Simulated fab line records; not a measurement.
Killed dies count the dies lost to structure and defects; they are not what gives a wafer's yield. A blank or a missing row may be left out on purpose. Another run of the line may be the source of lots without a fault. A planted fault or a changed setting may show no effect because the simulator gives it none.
fab line records	flow sky130
[record] lots = 15	wafers = 45	last-day = 50
route steps=708 shown FIELD_ISO@24 NWELL@63 VT_ADJUST_HVTP@95
lots that met no fault: from a run of the same line without faults
start-h: hours from the record's opening day to when the first of the lot's shown wafers began	wait-h: how many hours have passed since the lot's step before this one	" identical to the entry in the row above	L1.1+2: several wafers, shown together as one row	- value missing, or start not given	* or withheld: withheld	< > ~ a bound
route shown NAME@n: names a module that has steps shown in the file, with the first one's number in the route	usual: average and standard deviation across the fault-free wafers	same: alike in all rows	chamber/n: place in a boat	sites: the reading at each site	_std_site: the values' standard deviation	_edge_site: the outer-site mean with the inner-site mean subtracted	radius-mm: for every site, how far away it sits from the centre of the wafer	mask NAME#n: copy n	behind: the tool/chamber that last shaped the wafer	hold: why the lot went on hold/how many hours it stayed there/how the hold came to an end	device: names the non-switching transistor (n, p or np)	end of line: the tests these same wafers got at the end of their route	step lacking rows: just its recipe	killed: at the first sort, the dies lost to defects and structure; wafer yield is something else	map: shows each die of a wafer: x if killed, . if not, _ if none is there
set.NAME: setting as actually run; set.NAME@STEP: the setting as run at that earlier step	model.NAME: the simulator's own value behind a step, which no gauge read
one table for each step of the route and one row for each wafer, over a sample of lots
services: a tool's chamber out of use, with start hour (start-h, from the record's first day; less than 0 if before it), hours out, and reason
[[steps]]
[step SKY_FIELD_ISO_THK_MEAS_23]
[recipe] reads = SiO2_of_FIELD_ISO_OXIDATION_22
[usual] FIELD_ISO_OXIDATION_01_THK = 9.98/0.17
lot.wafer	tool	chamber	start-h	wait-h	FIELD_ISO_OXIDATION_01_THK[nm]
L207.2	film-metro-01	-	36.41	0.0	10.07
L207.3	"	-	"	"	10.10
L207.6	"	-	"	"	10.04
L208.3	film-metro-01	-	40.14	0.0	10.01
L208.5	"	-	"	"	10.06
L208.6	"	-	"	"	10.07
L210.2	film-metro-01	-	51.39	0.0	9.67
L210.3	"	-	"	"	10.04
L210.5	"	-	"	"	9.87
L211.1	film-metro-02	-	56.22	0.0	9.97
L211.5	"	-	"	"	9.92
L211.6	"	-	"	"	9.89
L212.1	film-metro-01	-	60.03	0.0	9.90
L212.3	"	-	"	"	9.83
L212.5	"	-	"	"	9.80
L213.1	film-metro-02	-	67.00	0.0	10.05
L213.2	"	-	"	"	10.05
L213.3	"	-	"	"	9.94
L214.1	film-metro-01	-	72.89	0.0	10.04
L214.4	"	-	"	"	10.12
L214.6	"	-	"	"	10.18
L216.2	film-metro-02	-	81.48	0.0	9.77
L216.3	"	-	"	"	10.02
L216.6	"	-	"	"	9.84
L218.2	film-metro-03	-	93.18	0.0	9.91
L218.3	"	-	"	"	9.86
L218.5	"	-	"	"	9.97
L219.3	film-metro-01	-	99.62	0.0	9.56
L219.4	"	-	"	"	9.70
L219.6	"	-	"	"	9.65
L220.1	film-metro-02	-	103.97	0.0	9.88
L220.4	"	-	"	"	9.97
L220.6	"	-	"	"	9.98
L224.1	film-metro-02	-	126.36	0.0	9.99
L224.2	"	-	"	"	10.25
L224.6	"	-	"	"	10.30
L226.1	film-metro-03	-	138.65	0.0	10.10
L226.2	"	-	"	"	10.11
L226.4	"	-	"	"	10.01
L227.3	film-metro-01	-	140.03	0.0	9.86
L227.5	"	-	"	"	9.99
L227.6	"	-	"	"	9.88
L228.3	film-metro-03	-	148.61	0.0	9.94
L228.4	"	-	"	"	9.81
L228.5	"	-	"	"	9.94
[step SKY_NWELL_OVL_MEAS_10]
[usual] NWELL_00_OVL = 0.5/1.3
lot.wafer	tool	chamber	start-h	wait-h	NWELL_00_OVL[nm]
L207.2	overlay-02	-	88.92	-	1.9
L207.3	"	-	"	"	1.4
L207.6	"	-	"	"	0.2
L208.3	overlay-01	-	95.48	-	1.6
L208.5	"	-	"	"	0.1
L208.6	"	-	"	"	1.4
L210.2	overlay-01	-	110.28	-	1.1
L210.3	"	-	"	"	1.4
L210.5	"	-	"	"	-0.2
L211.1	overlay-01	-	112.57	-	1.7
L211.5	"	-	"	"	-1.0
L211.6	"	-	"	"	0.9
L212.1	overlay-01	-	117.71	-	0.1
L212.3	"	-	"	"	-0.3
L212.5	"	-	"	"	-0.8
L213.1	overlay-02	-	126.72	-	0.7
L213.2	"	-	"	"	-0.2
L213.3	"	-	"	"	0.2
L214.1	overlay-02	-	129.61	-	2.5
L214.4	"	-	"	"	2.6
L214.6	"	-	"	"	3.2
L216.2	overlay-01	-	143.62	-	-0.5
L216.3	"	-	"	"	1.2
L216.6	"	-	"	"	-0.8
L218.2	overlay-02	-	157.72	-	0.3
L218.3	"	-	"	"	1.1
L218.5	"	-	"	"	-0.4
L219.3	overlay-01	-	159.67	-	-0.8
L219.4	"	-	"	"	0.4
L219.6	"	-	"	"	-0.2
L220.1	overlay-01	-	168.02	-	-0.9
L220.4	"	-	"	"	-0.3
L220.6	"	-	"	"	0.6
L224.1	overlay-02	-	190.76	-	-0.2
L224.2	"	-	"	"	-2.0
L224.6	"	-	"	"	1.3
L226.1	overlay-02	-	204.12	-	0.2
L226.2	"	-	"	"	0.4
L226.4	"	-	"	"	1.2
L227.3	overlay-02	-	206.87	-	0.9
L227.5	"	-	"	"	0.7
L227.6	"	-	"	"	-0.1
L228.3	overlay-02	-	217.03	-	-0.9
L228.4	"	-	"	"	-0.4
L228.5	"	-	"	"	1.8
[step SKY_NWELL_STRIP_25]
[recipe] chemistry = O2/N2	power-w = 1400	pressure-mtorr = 1500	platen-temp-c = withheld	o2-flow-sccm = 3000	n2-flow-sccm = 300	overash-fraction = 0.5
[usual] chamber-pressure-mTorr = 1499.9/1.4	drypump-motor-current-A = 6.0/0.42	o2-flow-sccm = 2999/9.8	oes-product-au = 0.722/0.0045	strip-time-to-endpoint-s = 36.89/0.091
lot.wafer	tool	chamber	start-h	wait-h	chamber-pressure-mTorr	drypump-motor-current-A	o2-flow-sccm	oes-product-au	rf-hours-counter-h	strip-time-to-endpoint-s
L207.2	plasma-asher-03	0	107.06	0.1	1500.5	6.2	3008	0.725	41	36.72
L207.3	"	1	"	"	1501.0	6.2	2995	0.725	-	36.69
L207.6	"	1	"	"	1501.6	6.2	2997	0.722	-	36.75
L208.3	plasma-asher-04	1	113.94	0.1	1499.9	6.4	3016	0.721	-	37.01
L208.5	"	1	"	"	1500.1	6.4	3007	0.724	-	37.01
L208.6	"	0	"	"	1502.0	5.7	2992	0.720	-	37.14
L210.2	plasma-asher-03	1	129.16	0.1	1498.3	6.2	2995	0.725	44	36.67
L210.3	"	0	"	"	1499.5	6.2	2977	0.722	-	36.88
L210.5	"	1	"	"	1500.6	6.2	2985	0.721	-	36.80
L211.1	plasma-asher-03	0	131.30	0.1	1499.6	6.2	2999	0.716	44	36.98
L211.5	"	1	"	"	1498.7	6.2	2992	0.715	-	36.78
L211.6	"	0	"	"	1499.4	6.2	2995	0.718	-	36.96
L212.1	plasma-asher-03	0	137.31	0.1	1500.7	6.2	3018	0.720	45	36.87
L212.3	"	0	"	"	1498.8	6.2	3008	0.726	-	36.87
L212.5	"	1	"	"	1500.1	6.2	3013	0.725	-	36.91
L213.1	plasma-asher-03	1	145.95	0.1	1499.8	6.2	2988	0.727	45	36.98
L213.2	"	0	"	"	1499.4	6.2	2988	0.722	45	36.90
L213.3	"	0	"	"	1500.5	6.2	3011	0.722	-	36.89
L214.1	plasma-asher-01	1	149.85	0.1	1499.5	4.9	2979	0.727	3	37.03
L214.4	"	0	"	"	1500.7	5.8	3004	0.723	-	37.02
L214.6	"	0	"	"	1498.8	5.8	2993	0.725	-	36.89
L216.2	plasma-asher-01	0	163.75	0.1	1499.6	5.8	2999	0.725	4	37.01
L216.3	"	1	"	"	1499.6	4.9	2990	0.725	-	37.01
L216.6	"	1	"	"	1499.7	4.9	2983	0.716	-	36.88
L218.2	plasma-asher-03	0	177.80	0.1	1500.4	6.2	2995	0.730	49	36.76
L218.3	"	0	"	"	1499.3	6.2	3000	0.730	-	36.78
L218.5	"	0	"	"	1498.9	6.2	2991	0.724	-	36.90
L219.3	plasma-asher-03	0	180.89	0.1	1498.8	6.2	2999	0.723	-	36.91
L219.4	"	1	"	"	1498.0	6.2	2998	0.725	-	36.91
L219.6	"	1	"	"	1500.5	6.2	3005	0.727	-	36.87
L220.1	plasma-asher-01	0	188.80	0.1	1500.8	5.8	2980	0.722	7	36.88
L220.4	"	0	"	"	1504.4	5.8	2994	0.727	-	36.98
L220.6	"	1	"	"	1500.9	4.9	3002	0.727	-	36.99
L224.1	plasma-asher-03	1	210.90	0.1	1500.0	6.2	3005	0.725	52	36.78
L224.2	"	0	"	"	1498.0	6.2	3001	0.718	52	36.81
L224.6	"	1	"	"	1497.2	6.2	3009	0.729	-	36.85
L226.1	plasma-asher-03	1	225.85	0.1	-	-	-	-	-	-
L226.2	"	0	"	"	-	-	-	-	-	-
L226.4	"	1	"	"	-	-	-	-	-	-
L227.3	plasma-asher-03	1	229.63	0.1	-	-	-	-	-	-
L227.5	"	0	"	"	-	-	-	-	-	-
L227.6	"	1	"	"	-	-	-	-	-	-
L228.3	plasma-asher-03	0	240.43	0.1	-	-	-	-	-	-
L228.4	"	1	"	"	-	-	-	-	-	-
L228.5	"	1	"	"	-	-	-	-	-	-
[step SKY_NWELL_TW_MEAS_26]
[usual] NWELL_2_TW = 497.6/2.5
lot.wafer	tool	chamber	start-h	wait-h	NWELL_2_TW
L207.2	film-metro-03	-	107.17	0.1	500.9
L207.3	"	-	"	"	500.7
L207.6	"	-	"	"	499.2
L208.3	film-metro-04	-	114.02	0.1	500.3
L208.5	"	-	"	"	499.7
L208.6	"	-	"	"	501.4
L210.2	film-metro-03	-	129.27	0.1	493.8
L210.3	"	-	"	"	496.6
L210.5	"	-	"	"	493.7
L211.1	film-metro-03	-	131.40	0.1	494.4
L211.5	"	-	"	"	495.5
L211.6	"	-	"	"	496.8
L212.1	film-metro-01	-	137.41	0.1	498.0
L212.3	"	-	"	"	501.1
L212.5	"	-	"	"	498.6
L213.1	film-metro-04	-	146.05	0.1	497.1
L213.2	"	-	"	"	495.6
L213.3	"	-	"	"	496.0
L214.1	film-metro-04	-	149.95	0.1	497.0
L214.4	"	-	"	"	496.2
L214.6	"	-	"	"	494.9
L216.2	film-metro-03	-	163.86	0.1	494.8
L216.3	"	-	"	"	496.2
L216.6	"	-	"	"	495.1
L218.2	film-metro-04	-	177.91	0.1	500.4
L218.3	"	-	"	"	498.6
L218.5	"	-	"	"	499.1
L219.3	film-metro-04	-	180.97	0.1	500.4
L219.4	"	-	"	"	498.2
L219.6	"	-	"	"	501.2
L220.1	film-metro-04	-	188.90	0.1	502.4
L220.4	"	-	"	"	503.3
L220.6	"	-	"	"	502.0
L224.1	film-metro-01	-	211.00	0.1	497.8
L224.2	"	-	"	"	499.2
L224.6	"	-	"	"	498.6
L226.1	film-metro-04	-	225.95	0.1	500.8
L226.2	"	-	"	"	498.1
L226.4	"	-	"	"	499.4
L227.3	film-metro-01	-	229.72	0.1	494.0
L227.5	"	-	"	"	494.8
L227.6	"	-	"	"	495.7
L228.3	film-metro-03	-	240.52	0.1	497.2
L228.4	"	-	"	"	497.6
L228.5	"	-	"	"	498.5
[step SKY_VT_ADJUST_HVTP_STRIP_10]
[recipe] chemistry = O2/N2	power-w = 1400	pressure-mtorr = 1500	platen-temp-c = withheld	o2-flow-sccm = 3000	n2-flow-sccm = 300	overash-fraction = 0.5
[usual] chamber-pressure-mTorr = 1500.0/1.3	drypump-motor-current-A = 6.0/0.36	o2-flow-sccm = 2998/9.7	oes-product-au = 0.716/0.0046	strip-time-to-endpoint-s = 14.16/0.039
lot.wafer	tool	chamber	start-h	wait-h	chamber-pressure-mTorr	drypump-motor-current-A	o2-flow-sccm	oes-product-au	rf-hours-counter-h	strip-time-to-endpoint-s
L207.2	plasma-asher-02	0	125.32	0.1	1498.8	5.9	2999	0.711	43	14.13
L207.3	"	1	"	"	1499.9	5.1	3005	0.716	-	14.16
L207.6	"	0	"	"	1500.9	5.9	2993	0.713	-	14.13
L208.3	plasma-asher-03	0	133.60	0.1	1499.0	6.2	3016	0.713	-	14.19
L208.5	"	1	"	"	1498.0	6.2	3006	0.713	-	14.18
L208.6	"	0	"	"	1500.6	6.2	2997	0.723	-	14.11
L210.2	plasma-asher-03	1	149.12	0.1	1499.2	6.2	3011	0.711	46	14.19
L210.3	"	1	"	"	1500.3	6.2	3013	0.717	-	14.16
L210.5	"	0	"	"	1500.3	6.1	2983	0.722	-	14.22
L211.1	plasma-asher-02	0	151.22	0.1	1498.8	5.9	2996	0.718	45	14.16
L211.5	"	0	"	"	1500.2	5.9	2994	0.715	-	14.19
L211.6	"	1	"	"	1499.1	5.2	3000	0.714	-	14.19
L212.1	plasma-asher-03	0	157.88	0.1	1500.3	6.2	3000	0.721	47	14.18
L212.3	"	0	"	"	1498.6	6.2	3003	0.721	-	14.18
L212.5	"	0	"	"	1500.1	6.2	3000	0.715	-	14.19
L213.1	plasma-asher-03	1	166.85	0.1	1500.1	6.2	3002	0.720	48	14.10
L213.2	"	0	"	"	1499.5	6.2	2988	0.706	48	14.16
L213.3	"	0	"	"	1499.6	6.2	3007	0.714	-	14.15
L214.1	plasma-asher-03	0	170.87	0.1	1501.5	6.2	2991	0.708	48	14.17
L214.4	"	0	"	"	1498.6	6.1	2991	0.709	-	14.14
L214.6	"	0	"	"	1498.8	6.2	2986	0.714	-	14.23
L216.2	plasma-asher-03	0	184.48	0.1	1497.1	6.2	3001	0.714	49	14.20
L216.3	"	1	"	"	1501.9	6.2	2985	0.718	-	14.18
L216.6	"	0	"	"	1499.1	6.2	2995	0.712	-	14.26
L218.2	plasma-asher-04	1	199.23	0.1	1499.6	6.4	2996	0.717	40	14.14
L218.3	"	1	"	"	1500.4	6.4	3002	0.717	-	14.12
L218.5	"	0	"	"	1500.1	5.8	3008	0.718	-	14.16
L219.3	plasma-asher-04	0	201.80	0.1	1499.6	5.8	3007	0.721	-	14.18
L219.4	"	1	"	"	1500.6	6.4	2987	0.717	-	14.15
L219.6	"	1	"	"	1503.0	6.3	2997	0.708	-	14.14
L220.1	plasma-asher-03	1	209.52	0.1	1497.2	6.2	2980	0.721	52	14.18
L220.4	"	0	"	"	1503.0	6.2	3006	0.708	-	14.24
L220.6	"	0	"	"	1499.4	6.2	2992	0.725	-	14.21
L224.1	plasma-asher-04	0	233.28	0.1	1498.7	5.8	2986	0.714	44	14.14
L224.2	"	1	"	"	1501.6	6.3	2980	0.718	44	14.18
L224.6	"	0	"	"	1498.3	5.8	3003	0.718	-	14.14
L226.1	plasma-asher-04	0	248.72	0.1	1500.0	5.7	2994	0.723	45	58.72
L226.2	"	1	"	"	1502.0	6.3	3014	0.721	45	58.68
L226.4	"	1	"	"	1497.7	6.4	2999	0.740	-	58.57
L227.3	plasma-asher-03	1	253.26	0.1	1501.3	6.2	3008	0.732	-	58.67
L227.5	"	1	"	"	1499.3	6.2	2990	0.737	-	58.81
L227.6	"	0	"	"	1499.0	6.2	3000	0.731	-	58.84
L228.3	plasma-asher-03	1	264.90	0.1	1497.9	6.2	2998	0.727	-	58.41
L228.4	"	0	"	"	1499.4	6.2	2987	0.738	-	58.36
L228.5	"	1	"	"	1499.5	6.2	2995	0.725	-	58.40
[step SKY_VT_ADJUST_HVTP_TW_MEAS_11]
[usual] VT_ADJUST_HVTP_TW = 1356/7
lot.wafer	tool	chamber	start-h	wait-h	VT_ADJUST_HVTP_TW
L207.2	film-metro-02	-	125.43	0.1	1356
L207.3	"	-	"	"	1351
L207.6	"	-	"	"	1357
L208.3	film-metro-04	-	133.68	0.1	1354
L208.5	"	-	"	"	1353
L208.6	"	-	"	"	1348
L210.2	film-metro-03	-	149.23	0.1	1360
L210.3	"	-	"	"	1363
L210.5	"	-	"	"	1357
L211.1	film-metro-04	-	151.32	0.1	1353
L211.5	"	-	"	"	1346
L211.6	"	-	"	"	1355
L212.1	film-metro-03	-	157.98	0.1	1362
L212.3	"	-	"	"	1356
L212.5	"	-	"	"	1360
L213.1	film-metro-04	-	166.95	0.1	1353
L213.2	"	-	"	"	1344
L213.3	"	-	"	"	1343
L214.1	film-metro-02	-	170.97	0.1	1350
L214.4	"	-	"	"	1339
L214.6	"	-	"	"	1344
L216.2	film-metro-03	-	184.59	0.1	1356
L216.3	"	-	"	"	1351
L216.6	"	-	"	"	1355
L218.2	film-metro-02	-	199.34	0.1	1367
L218.3	"	-	"	"	1366
L218.5	"	-	"	"	1366
L219.3	film-metro-02	-	201.89	0.1	1358
L219.4	"	-	"	"	1361
L219.6	"	-	"	"	1360
L220.1	film-metro-04	-	209.62	0.1	1361
L220.4	"	-	"	"	1359
L220.6	"	-	"	"	1351
L224.1	film-metro-04	-	233.38	0.1	1362
L224.2	"	-	"	"	1366
L224.6	"	-	"	"	1359
L226.1	film-metro-04	-	248.82	0.1	30
L226.2	"	-	"	"	30
L226.4	"	-	"	"	30
L227.3	film-metro-03	-	253.35	0.1	30
L227.5	"	-	"	"	30
L227.6	"	-	"	"	30
L228.3	film-metro-04	-	264.99	0.1	30
L228.4	"	-	"	"	30
L228.5	"	-	"	"	30
[[services]]
tool	chamber	start-h	hours	kind
plasma-asher-01	-	108.83	9.0	pm
plasma-asher-01	0	108.83	9.0	vent-cycle
plasma-asher-01	1	108.83	9.0	vent-cycle
plasma-asher-02	-	115.81	1.1	repair
plasma-asher-01	0	117.83	-	clean
plasma-asher-01	1	117.83	-	clean
plasma-asher-01	-	151.88	0.8	repair
plasma-asher-04	-	225.61	1.2	repair
[[key]]
[first-sign] step = SKY_NWELL_STRIP_25	reading = tool-record	direction = missing
[effect] step = SKY_VT_ADJUST_HVTP_STRIP_10	reading = strip-time-to-endpoint-s	direction = up	sigmas = 99+	usual = *	struck = *
[effect] step = SKY_VT_ADJUST_HVTP_TW_MEAS_11	reading = VT_ADJUST_HVTP_TW	direction = down	sigmas = 99+	usual = 1356	struck = 30
met-at SKY_NWELL_STRIP_25
struck-lots L226,L227,L228
sort-left-out L226.1,L226.2,L226.4,L227.3,L227.5,L227.6,L228.3,L228.4,L228.5
tester-left-out L226,L227,L228
not-acting-at SKY_FIELD_ISO_THK_MEAS_23,SKY_NWELL_OVL_MEAS_10,SKY_NWELL_TW_MEAS_26
onset-between 210.90 225.85
[fault] kind = skipped-step-whole	tool = plasma-asher-03	chamber = -	onset-h = 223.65	steps = SKY_NWELL_STRIP_25	scope = struck-lots-only
// tester-left-out: of these lots the tester's yield and bins aren't shown, on N5 and GAA mostly nor the transistor test; their killed dies are dies lost to structure and defects alone, not to doping, threshold or leakage, so they don't give the yield
// sort-left-out: the simulated sort isn't trusted on such a fault, so these wafers' sort isn't shown, and their yield isn't known
